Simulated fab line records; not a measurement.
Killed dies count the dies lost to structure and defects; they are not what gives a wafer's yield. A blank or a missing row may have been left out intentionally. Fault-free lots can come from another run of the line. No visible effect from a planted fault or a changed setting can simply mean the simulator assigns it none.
What tool caused it? | flow gf180mcu | Sampling: 13 lots, 39 wafers, 4 of 602 route steps

WHAT EACH GAUGE READ, for each wafer
GF_LVPWELL_OVL_MEAS_07. Usual: for LVPWELL_OVL the level is -0.9 nm and the standard deviation is 1.8.
lot  | measured    | on         | LVPWELL_OVL (nm) | flag
L251 | day 3 21:50 | overlay-01 | 2.2 4.1 2.3      |
L252 | day 4 04:33 | overlay-02 | -1.3 -2.0 -1.2   |
L253 | day 4 08:31 | overlay-01 | 0.1 0.6 1.1      |
L255 | day 4 22:48 | overlay-02 | -2.7 0.0 -0.4    |
L256 | day 5 00:41 | overlay-01 | -2.3 -0.6 -0.8   |
L257 | day 5 06:14 | overlay-02 | 0.1 -0.2 -0.9    |
L258 | day 5 11:19 | overlay-01 | -4.5 -3.1 -3.4   |
L263 | day 6 18:01 | overlay-02 | -2.9 -0.8 -0.4   |
L266 | day 7 10:46 | overlay-02 | -1.3 -4.4 -2.6   |
L268 | day 7 19:59 | overlay-01 | -2.5 -2.0 -0.2   |
L270 | day 8 06:14 | overlay-02 | -2.6 -2.2 -3.4   |
L271 | day 8 14:48 | overlay-02 | -0.4 1.2 -1.5    |
L274 | day 9 05:19 | overlay-02 | -0.9 1.5 -0.6    |

GF_HV_LDD_TW_MEAS_50. Usual: for HV_LDD_4_TW the level is 568.4 and the standard deviation is 2.7.
lot  | measured     | on            | HV_LDD_4_TW                         | flag
L251 | day 12 09:55 | film-metro-02 | 569.6 570.5 567.8                   |
L252 | day 12 17:50 | film-metro-03 | 573.1 572.3 567.9                   |
L253 | day 13 01:57 | film-metro-01 | 567.2 567.8 566.8                   |
L255 | day 13 17:46 | film-metro-01 | 566.2 567.6 565.5                   |
L256 | day 13 22:30 | film-metro-03 | 570.6 571.7 569.6                   |
L257 | day 14 08:53 | film-metro-03 | 566.6 568.4 564.7                   |
L258 | day 14 14:40 | film-metro-03 | 566.7 565.4 571.7                   |
L263 | day 16 12:44 | film-metro-01 | 570.9 567.6 566.6                   |
L266 | day 17 14:00 | film-metro-03 | 597.6 602.1 599.1 596.8 602.1 601.7 | OFF
L268 | day 17 23:11 | film-metro-01 | 596.8 593.8 597.5 593.9 597.4 595.2 | OFF
L270 | day 18 16:32 | film-metro-03 | 569.8 572.2 574.1                   |
L271 | day 19 03:55 | film-metro-02 | 570.3 567.7 570.7                   |
L274 | day 19 23:14 | film-metro-01 | 566.8 567.8 563.9                   |

GF_SAB_OVL_MEAS_10. Usual: for SAB_OVL the level is 0.3 nm and the standard deviation is 1.3.
lot  | measured     | on         | SAB_OVL (nm)   | flag
L251 | day 15 02:08 | overlay-01 | 1.9 1.6 2.4    |
L252 | day 15 11:57 | overlay-01 | -0.1 2.5 0.2   |
L253 | day 15 21:10 | overlay-02 | -0.4 -0.1 -0.5 |
L255 | day 16 15:03 | overlay-02 | 2.2 0.1 1.9    |
L256 | day 16 22:09 | overlay-02 | 1.0 1.7 -0.1   |
L257 | day 17 07:54 | overlay-02 | -1.0 -0.4 -0.2 |
L258 | day 17 13:36 | overlay-01 | 0.5 0.4 -2.2   |
L263 | day 19 15:38 | overlay-02 | -1.0 -0.7 -1.1 |
L266 | day 20 18:55 | overlay-02 | 0.3 0.2 -0.3   |
L268 | day 21 03:51 | overlay-02 | 0.0 -0.3 1.3   |
L270 | day 21 21:08 | overlay-02 | 3.1 0.9 1.5    |
L271 | day 22 07:17 | overlay-02 | 0.8 -0.4 -1.8  |
L274 | day 23 01:46 | overlay-01 | -0.5 -0.6 -1.7 |

TOOL THAT RAN EACH LOT (tool first, then ch and the chambers of the sampled wafers, then the start)
lot  | GF_HV_LDD_IMPLANT_48
L251 | implanter-03 ch 0, day 12 09:40
L252 | implanter-01 ch 0, day 12 17:37
L253 | implanter-02 ch 0, day 13 01:44
L255 | implanter-03 ch 0, day 13 17:32
L256 | implanter-02 ch 0, day 13 22:17
L257 | implanter-03 ch 0, day 14 08:40
L258 | implanter-01 ch 0, day 14 14:22
L263 | implanter-02 ch 0, day 16 12:29
L266 | implanter-01 ch 0, day 17 13:45
L268 | implanter-01 ch 0, day 17 22:58
L270 | implanter-03 ch 0, day 18 16:17
L271 | implanter-03 ch 0, day 19 03:41
L274 | implanter-03 ch 0, day 19 23:02
- GF_HV_LDD_IMPLANT_48

WHAT THE TOOLS THEMSELVES READ (means of the sampled wafers that have a number; where no wafer has one, the mark that the record gives instead)
GF_HV_LDD_IMPLANT_48. Usual: beam-energy-keV 24.998, standard deviation 0.0071; dose-ions-cm2 2.9995e+13, standard deviation 2.9e+10.
lot  | tool         | beam-energy-keV | dose-ions-cm2 | flag
L251 | implanter-03 | 24.993          | 3.0008e+13    |
L252 | implanter-01 | 24.990          | 2.9983e+13    |
L253 | implanter-02 | 25.000          | 3.0008e+13    |
L255 | implanter-03 | 25.001          | 3.0021e+13    |
L256 | implanter-02 | 25.003          | 2.9971e+13    |
L257 | implanter-03 | 25.006          | 3.0037e+13    |
L258 | implanter-01 | 24.993          | 2.9996e+13    |
L263 | implanter-02 | 24.983          | 3.0007e+13    |
L266 | implanter-01 | 33.233          | 2.9995e+13    | OFF
L268 | implanter-01 | 33.224          | 3.0017e+13    | OFF
L270 | implanter-03 | 25.000          | 2.9992e+13    |
L271 | implanter-03 | 25.008          | 3.0050e+13    |
L274 | implanter-03 | 24.996          | 2.9968e+13    |

THE ANSWER, worked out from the rows above alone
Rule: take the mean of a lot's wafers that have a number; if it is more than 3 standard deviations from the usual mean, the lot is off. A lot without any number at a reading at which 4 lots or more have one is off too. Where the step has rows for the other lots, those lots are counted as sound. Order of review: gauges by route order, followed by the tools' own readings, for which a lot's mean as printed above is used. At the first step where some lot is off, the reading lying furthest off is the one used; lots without a number count as furthest.
Off: L266, L268, at GF_HV_LDD_TW_MEAS_50 (HV_LDD_4_TW).
If a tool, at a process step before that reading, ran all the lots that are off and no sound lot after the first of them, it fits. Not tried: the gauges at GF_HV_LDD_TW_MEAS_50; whatever is off there is also off at GF_HV_LDD_IMPLANT_48, on other tools, and gauge error can't account for it. One candidate fits, namely implanter-01 at GF_HV_LDD_IMPLANT_48. Its last sound lot is L258 (day 14 14:22), its first lot that is off L266 (day 17 13:45): a fault that began between those two fits.
The tool's own readings at GF_HV_LDD_IMPLANT_48 bear it out: on the lots that are off they differ by more than 5 times the standard deviation of the sound lots' means. beam-energy-keV reads 33.228 there against 24.998 on the sound lots.

WHAT THE SIMULATOR PUT IN
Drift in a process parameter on implanter-01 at GF_HV_LDD_IMPLANT_48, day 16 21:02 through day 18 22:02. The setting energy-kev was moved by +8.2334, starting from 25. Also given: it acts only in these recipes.
Lots struck among those shown: L266, L268. This agrees with what the rule above found.
